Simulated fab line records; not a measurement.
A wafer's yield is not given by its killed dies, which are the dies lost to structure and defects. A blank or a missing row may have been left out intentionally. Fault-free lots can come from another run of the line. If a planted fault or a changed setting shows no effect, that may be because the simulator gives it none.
The tool behind it: which one? + flow sky130 + 36 wafers from 12 lots sampled at 5 of the route's 708 steps

WHAT THE GAUGES SHOWED, per wafer
SKY_VT_ADJUST_HVTR_TW_MEAS_11. Usual: VT_ADJUST_HVTR_TW 211.3, standard deviation 1.2.
| lot  | measured     | on            | VT_ADJUST_HVTR_TW | flag |
|------|--------------|---------------|-------------------|------|
| L114 | day 9 09:48  | film metro-03 | 210.4 210.7 212.5 |      |
| L117 | day 10 10:52 | film metro-04 | 210.8 210.6 209.3 |      |
| L118 | day 10 17:36 | film metro-03 | 212.7 210.9 211.5 |      |
| L120 | day 11 03:38 | film metro-02 | 212.4 211.7 211.1 |      |
| L121 | day 11 11:31 | film metro-02 | 212.3 212.5 212.0 |      |
| L123 | day 12 00:21 | film metro-03 | 212.6 212.4 210.9 |      |
| L124 | day 12 08:56 | film metro-04 | 210.2 211.4 210.9 |      |
| L125 | day 12 17:04 | film metro-02 | 212.8 213.0 213.0 |      |
| L126 | day 13 06:10 | film metro-02 | 213.0 213.2 213.2 |      |
| L127 | day 13 12:06 | film metro-02 | 212.1 212.5 210.7 |      |
| L134 | day 15 17:11 | film metro-02 | 211.6 212.4 212.4 |      |
| L136 | day 16 02:58 | film metro-04 | 209.9 210.8 211.1 |      |

SKY_CONTACT_THK_MEAS_03. Usual: CONTACT_HDPCVD_THK 564 nm, standard deviation 6.
| lot  | measured     | on            | CONTACT_HDPCVD_THK (nm) | flag |
|------|--------------|---------------|-------------------------|------|
| L114 | day 30 03:50 | film metro-04 | 560 558 554             |      |
| L117 | day 31 12:14 | film metro-03 | 569 559 565             |      |
| L118 | day 31 20:44 | film metro-04 | 565 561 564             |      |
| L120 | day 32 05:31 | film metro-03 | 569 570 569             |      |
| L121 | day 32 14:42 | film metro-03 | 567 554 560             |      |
| L123 | day 33 09:47 | film metro-04 | 562 558 561             |      |
| L124 | day 33 18:18 | film metro-04 | 422 417 424             | OFF  |
| L125 | day 34 04:14 | film metro-03 | 557 557 557             |      |
| L126 | day 34 11:35 | film metro-03 | 414 421 424             | OFF  |
| L127 | day 34 17:34 | film metro-04 | 563 570 563             |      |
| L134 | day 36 22:14 | film metro-01 | 566 554 565             |      |
| L136 | day 37 18:46 | film metro-01 | 569 573 571             |      |

SKY_VIA1_BOW_MEAS_03. Usual: VIA1_BOW 83 um, standard deviation 7.7.
| lot  | measured     | on            | VIA1_BOW (um) | flag |
|------|--------------|---------------|---------------|------|
| L114 | day 32 13:56 | film metro-03 | 83 73 87      |      |
| L117 | day 33 20:57 | film metro-03 | 86 84 90      |      |
| L118 | day 34 06:50 | film metro-03 | 76 93 87      |      |
| L120 | day 34 13:50 | film metro-01 | 83 78 76      |      |
| L121 | day 34 23:45 | film metro-03 | 88 80 77      |      |
| L123 | day 35 17:32 | film metro-03 | 93 99 78      |      |
| L124 | day 36 06:43 | film metro-03 | 88 95 88      |      |
| L125 | day 36 11:36 | film metro-02 | 78 88 82      |      |
| L126 | day 36 19:56 | film metro-03 | 76 87 94      |      |
| L127 | day 37 01:12 | film metro-02 | 78 88 73      |      |
| L134 | day 39 04:58 | film metro-03 | 95 87 80      |      |
| L136 | day 39 23:53 | film metro-03 | 90 87 85      |      |

WHICH TOOL RAN EACH LOT (tool, then ch and the chambers of the sampled wafers, then the start)
| lot  | SKY_CONTACT_HDPCVD_02            | SKY_CONTACT_CMP_04            |
|------|----------------------------------|-------------------------------|
| L114 | hdpcvd-02 ch 0,1, day 30 03:45   | cmp-01 ch 0,1,3, day 30 03:56 |
| L117 | hdpcvd-02 ch 0,1,2, day 31 12:11 | cmp-01 ch 1,2,3, day 31 12:22 |
| L118 | hdpcvd-02 ch 0,1,2, day 31 20:40 | cmp-02 ch 0,2,3, day 31 20:47 |
| L120 | hdpcvd-02 ch 1,2, day 32 05:26   | cmp-01 ch 0,1,3, day 32 05:34 |
| L121 | hdpcvd-01 ch 0,2, day 32 14:37   | cmp-01 ch 0,1,3, day 32 14:47 |
| L123 | hdpcvd-02 ch 0,1,2, day 33 09:39 | cmp-02 ch 1,2,3, day 33 09:50 |
| L124 | hdpcvd-02 ch 0,1,2, day 33 18:14 | cmp-01 ch 0,1,3, day 33 18:26 |
| L125 | hdpcvd-01 ch 0,1,2, day 34 04:09 | cmp-01 ch 1,2, day 34 04:17   |
| L126 | hdpcvd-02 ch 0,1, day 34 11:30   | cmp-01 ch 0,2,3, day 34 11:46 |
| L127 | hdpcvd-01 ch 1,2, day 34 17:29   | cmp-02 ch 0,1,2, day 34 17:43 |
| L134 | hdpcvd-01 ch 0,1,2, day 36 22:10 | cmp-01 ch 0,1,2, day 36 22:22 |
| L136 | hdpcvd-02 ch 0,1, day 37 18:41   | cmp-02 ch 0,1,3, day 37 18:49 |
- SKY_CONTACT_HDPCVD_02: deposits SiO2, target thk 565 nm, time 94.2 s.
- SKY_CONTACT_CMP_04: polishes SiO2.

AS READ BY THE TOOLS THEMSELVES (means over the sampled wafers that have a number; for cases with no such wafer, the mark the record gives instead)
SKY_CONTACT_HDPCVD_02. Usual: run length s 121.7 s, standard deviation 0.59; sih4 flow sccm 59.99 sccm, standard deviation 0.2.
| lot  | tool      | run length s (s) | sih4 flow sccm (sccm) | flag |
|------|-----------|------------------|-----------------------|------|
| L114 | hdpcvd-02 | 121.9            | 59.96                 |      |
| L117 | hdpcvd-02 | 121.9            | 60.11                 |      |
| L118 | hdpcvd-02 | 121.7            | 59.98                 |      |
| L120 | hdpcvd-02 | 122.2            | 60.43                 |      |
| L121 | hdpcvd-01 | 121.6            | 59.96                 |      |
| L123 | hdpcvd-02 | 121.8            | 59.93                 |      |
| L124 | hdpcvd-02 | 97.4             | 60.08                 | OFF  |
| L125 | hdpcvd-01 | 121.7            | 60.14                 |      |
| L126 | hdpcvd-02 | 97.6             | 60.06                 | OFF  |
| L127 | hdpcvd-01 | 121.8            | 60.20                 |      |
| L134 | hdpcvd-01 | 121.7            | 60.04                 |      |
| L136 | hdpcvd-02 | 121.9            | 59.93                 |      |

SKY_CONTACT_CMP_04. Usual: motor current A 12.2 A, standard deviation 1.2; platen rpm 60.00 rpm, standard deviation 0.035; time to endpoint s 83 s, standard deviation 3.6.
| lot  | tool   | motor current A (A) | platen rpm (rpm) | time to endpoint s (s) | flag |
|------|--------|---------------------|------------------|------------------------|------|
| L114 | cmp-01 | 12.5                | 60.01            | 81                     |      |
| L117 | cmp-01 | 12.4                | 60.01            | 80                     |      |
| L118 | cmp-02 | 12.3                | 59.96            | 83                     |      |
| L120 | cmp-01 | 12.3                | 59.97            | 85                     |      |
| L121 | cmp-01 | 12.5                | 60.02            | 78                     |      |
| L123 | cmp-02 | 11.7                | 59.99            | 83                     |      |
| L124 | cmp-01 | 12.3                | 60.02            | 30                     | OFF  |
| L125 | cmp-01 | 12.2                | 59.97            | 76                     |      |
| L126 | cmp-01 | 12.0                | 60.00            | 31                     | OFF  |
| L127 | cmp-02 | 10.6                | 59.98            | 88                     |      |
| L134 | cmp-01 | 13.0                | 59.97            | 81                     |      |
| L136 | cmp-02 | 12.2                | 60.00            | 85                     |      |

THE ANSWER, worked out from the rows above alone
Rule: a lot counts as off when the mean over its wafers that have a number is more than 3 standard deviations away from the usual mean. A lot without any number at a reading at which 4 lots or more have one is off too. All remaining lots with rows at the step are treated as sound. First the gauges in route order, then the tools' own readings, where a lot's mean is used as printed above. The first step at which some lot is off is used, and at that step the reading that is off furthest; a lot without a number counts as furthest.
Off: L124, L126, at SKY_CONTACT_THK_MEAS_03 (CONTACT_HDPCVD_THK).
A tool fits if, at a process step before that reading, it ran every lot that is off, and no sound lot after the first of them. The gauges at SKY_CONTACT_THK_MEAS_03 aren't tried: what is off there is off at SKY_CONTACT_HDPCVD_02 too, on other tools, and a gauge's error can't cause that. Not one of the candidates tried fits.

WHAT THE SIMULATOR PUT IN
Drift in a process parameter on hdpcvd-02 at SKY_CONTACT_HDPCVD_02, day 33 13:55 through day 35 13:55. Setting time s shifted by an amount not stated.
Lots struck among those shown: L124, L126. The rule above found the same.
